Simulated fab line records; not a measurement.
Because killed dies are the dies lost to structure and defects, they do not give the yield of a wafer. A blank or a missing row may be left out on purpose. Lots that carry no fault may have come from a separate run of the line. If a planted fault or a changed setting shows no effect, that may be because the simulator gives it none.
Lot-split experiment    flow sky130    23 wafers read across 5 lots, on a route 708 steps long

## ABOUT THE SPLIT
At SKY_SD_P_EXPOSE_04 (exposes mask PSDM, target cd 380 nm), the setting doseMj was moved away from the recipe's 138 on 9 of the 23 wafers read, by -3.4% to +7.0%. The other wafers ran this setting at the recipe's value.

## FROM THE SPLIT TO THE READING: what the file shows between them, 2 steps
- SKY_SD_P_PEB_05
- SKY_SD_P_DEVELOP_06: develop time 60 s

## THE READING
cdNm at SKY_SD_P_CD_MEAS_07, given in nm (cd target 380 nm). On this fab line, fault-free wafers typically give 379.1 nm with a standard deviation of 2.2 nm.

wafer   tool, chamber at the split  doseMj as run  against the recipe  cdNm, nm  against lot-mates on the recipe
L074.1  ilineStepper-02, 0          138            recipe              383.0     -
L074.4  ilineStepper-02, 0          138            recipe              383.5     -
L074.5  ilineStepper-02, 0          138            recipe              383.2     -
L078.1  ilineStepper-01, 0          133.3          -3.4%               370.2     -8.3
L078.2  ilineStepper-01, 0          138            recipe              379.1     -
L078.3  ilineStepper-01, 0          138            recipe              377.9     -
L078.4  ilineStepper-01, 0          133.3          -3.4%               367.2     -11.3
L078.5  ilineStepper-01, 0          133.3          -3.4%               369.1     -9.4
L075.1  ilineStepper-01, 0          145.8          +5.7%               396.7     +16.3
L075.2  ilineStepper-01, 0          138            recipe              380.8     -
L075.3  ilineStepper-01, 0          138            recipe              382.4     -
L075.4  ilineStepper-01, 0          145.8          +5.7%               396.4     +16.0
L075.5  ilineStepper-01, 0          138            recipe              378.1     -
L080.1  ilineStepper-01, 0          138            recipe              378.6     -
L080.2  ilineStepper-01, 0          145.5          +5.4%               393.6     +16.3
L080.3  ilineStepper-01, 0          145.5          +5.4%               391.4     +14.1
L080.5  ilineStepper-01, 0          138            recipe              375.8     -
L080.6  ilineStepper-01, 0          138            recipe              377.6     -
L084.1  ilineStepper-01, 0          138            recipe              379.9     -
L084.3  ilineStepper-01, 0          147.7          +7.0%               399.6     +18.9
L084.4  ilineStepper-01, 0          138            recipe              381.9     -
L084.5  ilineStepper-01, 0          138            recipe              380.4     -
L084.6  ilineStepper-01, 0          147.7          +7.0%               395.5     +14.8

FIT RESULTS
A straight line over all 23 wafers: cdNm changes by +2.7 nm for each +1% of doseMj; r = +0.97; the points scatter about the line by 2.4 nm.
The same after taking each lot's own level away (the mean of its wafers on the recipe; 23 wafers): +2.67 nm for each +1%; r = +0.99; scatter 1.4 nm.
On that fit, the largest move of doseMj shifts the reading by 19 nm.
Measured against the standard deviation above, the lots' own levels, which go from 377.33 to 383.23 nm, span 2.7 times it.
So the lot-to-lot level changes the slope little: the two slopes agree.
Check: +18.6 nm against its lot-mates is what the line predicts for one of the wafers moved furthest among these (+7.0%) when that wafer is left out of the fit. It came out at +18.9 nm against them.

## FILE'S OWN FIT
cdNm changes by +2.65 nm for each +1% of doseMj, r = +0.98.
